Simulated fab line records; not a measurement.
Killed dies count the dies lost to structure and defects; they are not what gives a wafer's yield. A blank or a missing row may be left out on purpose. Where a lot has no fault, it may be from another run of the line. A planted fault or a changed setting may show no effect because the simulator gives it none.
Shared-tool check | flow sky130 | 12 lots, 36 wafers sampled

## REASON FOR OPENING
At SKY_RES_XHIGH_TW_MEAS_09 the reading RES_XHIGH_TW is flagged on 2 of 12 lots. Wafers without a fault read 1630, standard deviation 18.
Rule: a lot is flagged when every wafer of it that has a number lies more than 4 standard deviations from that mean, or none has a number. The other lots count as sound.

lot  | measured     | on           | RES_XHIGH_TW, wafer by wafer | flag
L698 | day 26 02:07 | filmMetro-01 | 1634 1629 1626               | 
L699 | day 26 15:35 | filmMetro-03 | 1603 1590 1604               | 
L705 | day 29 00:12 | filmMetro-04 | 1536 1542 1538               | FLAGGED
L706 | day 29 02:15 | filmMetro-01 | 1542 1548 1546               | FLAGGED
L713 | day 31 17:23 | filmMetro-01 | 1641 1642 1634               | 
L714 | day 32 19:23 | filmMetro-01 | 1632 1627 1628               | 
L715 | day 32 22:19 | filmMetro-01 | 1629 1615 1621               | 
L717 | day 33 13:29 | filmMetro-01 | 1637 1638 1645               | 
L719 | day 34 02:28 | filmMetro-03 | 1610 1596 1591               | 
L718 | day 34 03:54 | filmMetro-04 | 1631 1629 1630               | 
L720 | day 34 04:32 | filmMetro-01 | 1628 1633 1627               | 
L721 | day 35 21:53 | filmMetro-01 | 1640 1635 1648               | 
The mean of the flagged lots' numbers is 1542, -88 from the usual (-5 standard deviations).

## TOOL THAT RAN EACH LOT
Before the reading, the record contains 2 process steps out of a 708-step route. Read each cell as the tool, then ch plus the chambers that the sampled wafers visited, then the start.
lot  | flag    | SKY_LDD_HVN_STRIP_09                | SKY_RES_XHIGH_IMPLANT_07
L698 |         | plasmaAsher-02 ch 0,1, day 19 19:29 | implanter-04 ch 0, day 26 01:52
L699 |         | plasmaAsher-02 ch 0,1, day 20 06:39 | implanter-02 ch 0, day 26 15:20
L705 | FLAGGED | plasmaAsher-02 ch 0,1, day 22 19:57 | implanter-04 ch 0, day 28 23:57
L706 | FLAGGED | plasmaAsher-01 ch 0,1, day 22 20:06 | implanter-04 ch 0, day 29 02:01
L713 |         | plasmaAsher-04 ch 0,1, day 25 17:48 | implanter-03 ch 0, day 31 17:08
L714 |         | plasmaAsher-02 ch 1, day 26 22:03   | implanter-02 ch 0, day 32 19:08
L715 |         | plasmaAsher-04 ch 0,1, day 26 22:30 | implanter-02 ch 0, day 32 22:04
L717 |         | plasmaAsher-04 ch 0,1, day 27 14:05 | implanter-03 ch 0, day 33 13:16
L719 |         | plasmaAsher-04 ch 0,1, day 28 05:30 | implanter-04 ch 0, day 34 02:13
L718 |         | plasmaAsher-02 ch 0,1, day 28 06:24 | implanter-04 ch 0, day 34 03:39
L720 |         | plasmaAsher-04 ch 0,1, day 28 06:36 | implanter-04 ch 0, day 34 04:17
L721 |         | plasmaAsher-04 ch 0,1, day 30 04:09 | implanter-02 ch 0, day 35 21:38
What is done by these steps:
- SKY_LDD_HVN_STRIP_09: strips in O2/N2.
- SKY_RES_XHIGH_IMPLANT_07
- SKY_RES_XHIGH_TW_MEAS_09

## FLAGGED AGAINST TOTAL, ONE TOOL AT A TIME (gauges that did the reading follow at the end)
step                     | tool           | lots run | flagged | share of the flagged lots | sound lots run after its first flagged lot
SKY_LDD_HVN_STRIP_09     | plasmaAsher-01 | 1        | 1       | some                      | 0
SKY_LDD_HVN_STRIP_09     | plasmaAsher-02 | 5        | 1       | some                      | 2 (L714,L718)
SKY_LDD_HVN_STRIP_09     | plasmaAsher-04 | 6        | 0       | none                      | -
SKY_RES_XHIGH_IMPLANT_07 | implanter-02   | 4        | 0       | none                      | -
SKY_RES_XHIGH_IMPLANT_07 | implanter-03   | 2        | 0       | none                      | -
SKY_RES_XHIGH_IMPLANT_07 | implanter-04   | 6        | 2       | all                       | 3 (L719,L718,L720)
SKY_RES_XHIGH_TW_MEAS_09 | filmMetro-01   | 8        | 1       | some                      | 6 (L713,L714,L715,L717,L720,L721)
SKY_RES_XHIGH_TW_MEAS_09 | filmMetro-03   | 2        | 0       | none                      | -
SKY_RES_XHIGH_TW_MEAS_09 | filmMetro-04   | 2        | 1       | some                      | 1 (L718)

## WHAT IS ALLOWED BY THE TABLE
1 row of the table ran every flagged lot: implanter-04 at SKY_RES_XHIGH_IMPLANT_07.
- implanter-04 at SKY_RES_XHIGH_IMPLANT_07: 2 of its 6 lots flagged. Sound lots ran on it after the first flagged one (L719, L718, L720), which a lasting fault on the whole tool wouldn't allow.
Every row of the table either missed a flagged lot or ran a sound lot after the first.

## WHAT WAS PUT IN BY THE SIMULATOR
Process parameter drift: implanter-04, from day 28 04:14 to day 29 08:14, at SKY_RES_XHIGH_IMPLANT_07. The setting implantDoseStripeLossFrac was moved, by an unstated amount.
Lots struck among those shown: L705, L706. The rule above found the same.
